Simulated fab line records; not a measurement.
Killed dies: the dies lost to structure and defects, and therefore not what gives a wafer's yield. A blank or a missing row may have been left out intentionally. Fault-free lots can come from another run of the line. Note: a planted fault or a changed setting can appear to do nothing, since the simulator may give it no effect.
Which of the tools did it?	flow gf180mcu	13 lots with 39 wafers sampled at 3 steps, on a route of 602 steps

## WHAT THE GAUGES SHOWED, per wafer
GF_POLY_GATE_OVL_MEAS_11. Usual: for POLY_GATE_OVL the level is -2 nm and the standard deviation is 4.9.
lot	measured	on	POLY_GATE_OVL (nm)	flag
L631	day 9 13:16	overlay-01	3 -2 2	
L632	day 9 21:13	overlay-01	2 5 8	
L633	day 10 02:58	overlay-01	2 0 -3	
L636	day 11 04:20	overlay-01	-7 -1 -3	
L640	day 12 15:06	overlay-02	-5 -7 -5	
L642	day 13 11:39	overlay-02	-7 -10 -5	
L643	day 13 11:46	overlay-01	-3 -5 -1	
L644	day 13 19:18	overlay-02	5 9 2	
L648	day 14 13:51	overlay-01	-1 -5 -1	
L650	day 15 05:19	overlay-01	2 2 -1	
L651	day 15 13:22	overlay-02	6 2 1	
L652	day 16 00:40	overlay-01	-7 -3 -2	
L653	day 16 02:52	overlay-02	-4 1 -5	

GF_HV_LDD_OVL_MEAS_08. Usual: for HV_LDD_OVL the level is 0.4 nm and the standard deviation is 1.5.
lot	measured	on	HV_LDD_OVL (nm)	flag
L631	day 10 09:01	overlay-02	2.3 3.2 4.3	
L632	day 10 16:09	overlay-02	-1.5 -1.8 -0.7	
L633	day 10 23:10	overlay-02	0.2 0.2 0.3	
L636	day 12 03:37	overlay-01	0.8 -1.3 0.2	
L640	day 13 14:34	overlay-01	1.9 0.3 1.0	
L642	day 14 10:54	overlay-02	0.2 0.3 0.7	
L643	day 14 10:31	overlay-02	2.1 0.5 1.2	
L644	day 14 18:37	overlay-01	-1.6 -1.9 -2.2	
L648	day 15 13:17	overlay-01	2.2 0.9 0.3	
L650	day 16 06:36	overlay-01	-0.4 -1.2 -0.9	
L651	day 16 12:45	overlay-02	0.8 0.9 1.1	
L652	day 17 01:26	overlay-02	2.6 2.2 2.3	
L653	day 17 04:14	overlay-02	0.8 0.3 0.3	

GF_HV_LDD_OVL_MEAS_20. Usual: for HV_LDD_01_OVL the level is -1.2 nm and the standard deviation is 1.5.
lot	measured	on	HV_LDD_01_OVL (nm)	flag
L631	day 11 02:22	overlay-01	-2.6 -1.7 -3.6	
L632	day 11 10:22	overlay-01	-0.8 -0.6 -1.3	
L633	day 11 17:22	overlay-01	-0.1 0.4 0.2	
L636	day 12 21:44	overlay-01	-0.8 -3.2 -2.2	
L640	day 14 11:57	overlay-02	-2.0 -1.1 -0.1	
L642	day 15 08:51	overlay-02	-1.4 -2.3 -1.1	
L643	day 15 07:57	overlay-02	-3.7 -3.6 -4.1	
L644	day 15 16:47	overlay-02	-0.1 0.9 0.7	
L648	day 16 11:44	overlay-01	-3.9 -1.8 -2.0	
L650	day 17 05:47	overlay-02	-2.4 -2.5 -1.2	
L651	day 17 12:40	overlay-01	-4.8 -3.5 -3.7	
L652	day 18 01:29	overlay-01	-3.2 -1.4 -3.1	
L653	day 18 03:56	overlay-02	-1.3 -0.5 -0.5	

## WHICH TOOL RAN EACH LOT (tool, then ch and the chambers of the sampled wafers, then the start)
No process step before these readings appears in the record.

## AS READ BY THE TOOLS THEMSELVES (means over the sampled wafers that have a number; for cases with no such wafer, the mark the record gives instead)
The record holds no such reading with a usual standard deviation.

## THE ANSWER, worked out from the rows above alone
Rule: a lot is off if the mean of its wafers that have a number lies more than 3 standard deviations from the usual mean. Also off: a lot with no number at a reading for which 4 or more lots have one. All remaining lots with rows at the step are treated as sound. After the gauges, taken in route order, come the tools' own readings; for these a lot's mean is taken, as printed above. At the first step where some lot is off, the reading lying furthest off is the one used; lots without a number count as furthest.
None of the lots is off at any reading shown; this tells nothing.

## WHAT WAS PUT IN BY THE SIMULATOR
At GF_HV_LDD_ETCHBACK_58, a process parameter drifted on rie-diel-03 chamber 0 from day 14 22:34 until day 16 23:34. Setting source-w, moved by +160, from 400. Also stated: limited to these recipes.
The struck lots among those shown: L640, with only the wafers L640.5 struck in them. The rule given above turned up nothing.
